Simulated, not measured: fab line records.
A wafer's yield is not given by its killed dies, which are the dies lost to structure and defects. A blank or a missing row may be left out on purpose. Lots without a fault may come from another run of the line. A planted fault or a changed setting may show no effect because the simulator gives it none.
What tool caused it?	flow sky130	12 lots with 36 wafers sampled at 5 steps, on a route of 708 steps

WHAT THE GAUGES READ, wafer by wafer
SKY_POLY_GATE_THK_MEAS_21. Usual: for POLY_GATE_OXIDATION_THK the level is 3.98 nm and the standard deviation is 0.089.
lot	measured	on	POLY_GATE_OXIDATION_THK (nm)	flag
L852	day 17 07:40	filmMetro-01	4.03 3.99 4.02	
L854	day 18 08:36	filmMetro-01	3.95 4.00 3.92	
L856	day 19 01:04	filmMetro-03	4.05 4.07 4.01	
L857	day 19 12:53	filmMetro-01	3.90 3.99 4.01	
L859	day 20 04:39	filmMetro-01	4.01 4.03 3.92	
L861	day 20 23:35	filmMetro-01	3.80 3.84 3.92	
L863	day 21 15:07	filmMetro-03	4.03 3.98 3.95	
L864	day 21 21:41	filmMetro-03	4.13 4.16 4.13	
L865	day 22 09:34	filmMetro-04	3.83 3.84 3.85	
L866	day 22 21:16	filmMetro-04	3.91 3.90 3.92	
L871	day 24 12:10	filmMetro-04	4.02 3.89 3.97	
L872	day 24 19:02	filmMetro-01	4.08 4.07 4.03	

SKY_LDD_LDN_TW_MEAS_13. Usual: for LDD_LDN_TW the level is 1471 and the standard deviation is 16.
lot	measured	on	LDD_LDN_TW	flag
L852	day 23 19:42	filmMetro-03	1461 1453 1463	
L854	day 24 18:01	filmMetro-03	1452 1449 1458	
L856	day 25 10:48	filmMetro-03	1456 1458 1461	
L857	day 25 20:08	filmMetro-03	1464 1457 1457	
L859	day 26 11:53	filmMetro-02	1467 1481 1469	
L861	day 27 05:38	filmMetro-02	1481 1470 1483	
L863	day 27 20:45	filmMetro-01	1491 1491 1486	
L864	day 28 02:12	filmMetro-02	1410 1413 1412	OFF
L865	day 28 14:28	filmMetro-02	1418 1418 1402	OFF
L866	day 29 00:26	filmMetro-03	1456 1459 1457	
L871	day 30 15:03	filmMetro-03	1456 1461 1457	
L872	day 30 19:54	filmMetro-03	1461 1460 1458	

SKY_SPACER_THK_MEAS_01. Usual: for SPACER_CVD_00_THK the level is 43.0 nm and the standard deviation is 0.43.
lot	measured	on	SPACER_CVD_00_THK (nm)	flag
L852	day 23 21:01	filmMetro-02	43.8 43.6 43.9	
L854	day 24 20:55	filmMetro-03	42.9 42.5 42.7	
L856	day 25 12:07	filmMetro-04	43.3 43.4 42.9	
L857	day 25 21:30	filmMetro-03	43.5 43.0 43.2	
L859	day 26 13:12	filmMetro-02	42.8 43.4 43.0	
L861	day 27 07:33	filmMetro-04	42.4 42.4 42.4	
L863	day 27 23:00	filmMetro-02	43.3 43.0 43.1	
L864	day 28 03:31	filmMetro-04	42.3 42.2 42.7	
L865	day 28 17:31	filmMetro-04	42.8 42.9 42.6	
L866	day 29 01:45	filmMetro-04	42.3 43.0 42.3	
L871	day 30 16:22	filmMetro-03	43.0 43.1 43.1	
L872	day 30 22:17	filmMetro-04	43.1 43.3 43.4	

EACH LOT AND THE TOOL THAT RAN IT (in order: tool; ch and the chambers of the sampled wafers; start)
lot	SKY_POLY_GATE_ETCH_15	SKY_LDD_LDN_IMPLANT_11
L852	rieDiel-02 ch 0,1, day 17 05:28	implanter-01 ch 0, day 23 19:29
L854	rieDiel-01 ch 1,3, day 18 05:23	implanter-01 ch 0, day 24 17:48
L856	rieDiel-03 ch 0,2, day 18 22:50	implanter-01 ch 0, day 25 10:34
L857	rieDiel-03 ch 0,3, day 19 11:13	implanter-02 ch 0, day 25 19:55
L859	rieDiel-02 ch 0,1, day 20 02:55	implanter-02 ch 0, day 26 11:41
L861	rieDiel-03 ch 1,2, day 20 21:56	implanter-01 ch 0, day 27 05:23
L863	rieDiel-02 ch 0,1, day 21 13:28	implanter-01 ch 0, day 27 20:30
L864	rieDiel-01 ch 0,1,2, day 21 20:02	implanter-01 ch 0, day 28 01:58
L865	rieDiel-03 ch 0,2, day 22 07:56	implanter-01 ch 0, day 28 14:13
L866	rieDiel-03 ch 0,1, day 22 19:26	implanter-02 ch 0, day 29 00:11
L871	rieDiel-02 ch 1,2,3, day 24 08:56	implanter-04 ch 0, day 30 14:48
L872	rieDiel-02 ch 0,1, day 24 17:23	implanter-04 ch 0, day 30 19:40
- SKY_POLY_GATE_ETCH_15: etches BARC in N2/H2, stops on SiO2, time 118.5 s, target depth 110 nm.
- SKY_LDD_LDN_IMPLANT_11

AS READ BY THE TOOLS THEMSELVES (means over the sampled wafers that have a number; for cases with no such wafer, the mark the record gives instead)
SKY_POLY_GATE_ETCH_15. Usual: drypumpMotorCurrentA 5.8 A, standard deviation 0.37; oesProductAu 0.716 a.u., standard deviation 0.0046; throttleValvePct 12.981 %, standard deviation 0.0085.
lot	tool	drypumpMotorCurrentA (A)	oesProductAu (a.u.)	throttleValvePct (%)	flag
L852	rieDiel-02	5.8	0.714	12.977	
L854	rieDiel-01	6.2	0.718	12.979	
L856	rieDiel-03	5.9	0.715	12.977	
L857	rieDiel-03	6.0	0.717	12.973	
L859	rieDiel-02	5.8	0.713	12.982	
L861	rieDiel-03	5.7	0.720	12.976	
L863	rieDiel-02	5.8	0.716	12.988	
L864	rieDiel-01	5.8	0.716	12.979	
L865	rieDiel-03	5.6	0.719	12.973	
L866	rieDiel-03	6.0	0.717	12.981	
L871	rieDiel-02	5.6	0.715	12.979	
L872	rieDiel-02	5.8	0.715	12.982	

SKY_LDD_LDN_IMPLANT_11. Usual: doseIonsCm2 1.25e+13, standard deviation 1.4e+10; faradayCurrentUA 70.4, standard deviation 1.3.
lot	tool	doseIonsCm2	faradayCurrentUA	flag
L852	implanter-01	1.25e+13	69.3	
L854	implanter-01	1.25e+13	70.2	
L856	implanter-01	1.25e+13	71.0	
L857	implanter-02	1.25e+13	70.8	
L859	implanter-02	1.25e+13	71.1	
L861	implanter-01	1.25e+13	70.2	
L863	implanter-01	1.25e+13	70.4	
L864	implanter-01	6.59e+12	37.0	OFF
L865	implanter-01	6.61e+12	37.9	OFF
L866	implanter-02	1.25e+13	70.3	
L871	implanter-04	1.25e+13	70.7	
L872	implanter-04	1.25e+13	68.5	

THE ANSWER, worked out from the rows above alone
Rule: take the mean of a lot's wafers that have a number; if it is more than 3 standard deviations from the usual mean, the lot is off. A lot without any number at a reading at which 4 lots or more have one is off too. All remaining lots with rows at the step are treated as sound. After the gauges, taken in route order, come the tools' own readings; for these a lot's mean is taken, as printed above. At the first step where some lot is off, the reading lying furthest off is the one used; lots without a number count as furthest.
Off: at SKY_LDD_LDN_TW_MEAS_13 (LDD_LDN_TW), L864, L865.
If a tool, at a process step before that reading, ran all the lots that are off and no sound lot after the first of them, it fits. The gauges at SKY_LDD_LDN_TW_MEAS_13 aren't tried: what is off there is off at SKY_LDD_LDN_IMPLANT_11 too, on other tools, and a gauge's error can't cause that. One candidate fits, namely implanter-01 at SKY_LDD_LDN_IMPLANT_11. Its last sound lot is L863 (day 27 20:30), its first lot that is off L864 (day 28 01:58): a fault that began between those two fits.
The tool's own readings at SKY_LDD_LDN_IMPLANT_11 bear it out: on the lots that are off they differ by more than 5 times the standard deviation of the sound lots' means. doseIonsCm2 reads 6.60e+12 there against 1.25e+13 on the sound lots; faradayCurrentUA reads 37.5 there against 70.2 on the sound lots.

WHAT THE SIMULATOR HAD PUT IN
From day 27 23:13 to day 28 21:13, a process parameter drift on implanter-01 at SKY_LDD_LDN_IMPLANT_11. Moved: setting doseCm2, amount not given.
Shown lots that were struck: L864, L865. The rule above reached the same finding.
